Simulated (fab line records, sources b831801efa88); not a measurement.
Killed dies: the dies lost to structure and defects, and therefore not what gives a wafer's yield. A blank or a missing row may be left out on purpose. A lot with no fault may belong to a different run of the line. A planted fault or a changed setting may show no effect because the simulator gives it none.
What tool caused it? | flow sky130 | 11 lots with 33 wafers sampled at 2 steps, on a route of 708 steps

== WHAT THE GAUGES READ, wafer by wafer ==
SKY_LDD_HVN_OVL_MEAS_07.
lot  | measured     | on         | LDD_HVN_OVL (nm)
L655 | day 19 17:59 | overlay-01 | 0.7 1.4 1.4
L656 | day 20 10:30 | overlay-02 | 0.1 -1.2 0.6
L659 | day 22 17:55 | overlay-01 | -1.3 -0.5 -2.4
L665 | day 23 19:48 | overlay-01 | 1.1 0.7 2.1
L671 | day 26 11:06 | overlay-01 | 0.1 -1.9 -0.7
L673 | day 26 23:38 | overlay-01 | -1.2 -0.6 -2.0
L672 | day 27 04:32 | overlay-01 | -0.5 0.2 0.1
L674 | day 27 11:41 | overlay-01 | -0.3 0.8 1.3
L676 | day 27 13:09 | overlay-01 | 1.2 0.9 2.6
L677 | day 28 03:59 | overlay-01 | -1.3 0.1 -1.2
L678 | day 28 05:29 | overlay-02 | 0.1 4.6 0.4

SKY_LDD_HVN_TW_MEAS_10.
lot  | measured     | on            | LDD_HVN_TW
L655 | day 19 18:16 | film_metro-02 | 1444 1444 1445
L656 | day 20 10:47 | film_metro-01 | 1452 1450 1456
L659 | day 22 18:12 | film_metro-02 | 1449 1453 1445
L665 | day 23 20:05 | film_metro-02 | 1460 1463 1456
L671 | day 26 11:23 | film_metro-01 | 1445 1448 1444
L673 | day 26 23:56 | film_metro-02 | 1470 1462 1465
L672 | day 27 04:50 | film_metro-03 | 1423 1430 1436
L674 | day 27 11:59 | film_metro-01 | 1440 1440 1453
L676 | day 27 13:26 | film_metro-02 | 1462 1460 1461
L677 | day 28 04:17 | film_metro-03 | 1430 1427 1428
L678 | day 28 05:47 | film_metro-01 | 1431 1435 1441

== TOOL THAT RAN EACH LOT (tool first, then ch and the chambers of the sampled wafers, then the start) ==
Record: no process step prior to these readings.

== AS READ BY THE TOOLS THEMSELVES (means over the sampled wafers that have a number; for cases with no such wafer, the mark the record gives instead) ==
The record holds no such reading with a usual standard deviation.

== THE ANSWER, worked out from the rows above alone ==
Rule: usual is defined by the lots themselves. The widest of any qualifying gaps counts: lots, ordered by their means at a reading, are off when they make up no more than a third of the lots, leave a main group of 4 or more, and stand apart from it by 3 or more times the standard deviation of that group's means. A main group whose means are all the same, to the digits that the tables above print for the reading, isn't used. Also off: a lot with no number at a reading for which 4 or more lots have one. All remaining lots with rows at the step are treated as sound. The gauges are gone through in route order, then the tools' own readings, and for those a lot's mean is taken as printed above. At the first step where some lot is off, the reading lying furthest off is the one used; lots without a number count as furthest.
No lot is off on any of the readings shown, so nothing can be concluded from this.

== WHAT THE SIMULATOR PUT IN ==
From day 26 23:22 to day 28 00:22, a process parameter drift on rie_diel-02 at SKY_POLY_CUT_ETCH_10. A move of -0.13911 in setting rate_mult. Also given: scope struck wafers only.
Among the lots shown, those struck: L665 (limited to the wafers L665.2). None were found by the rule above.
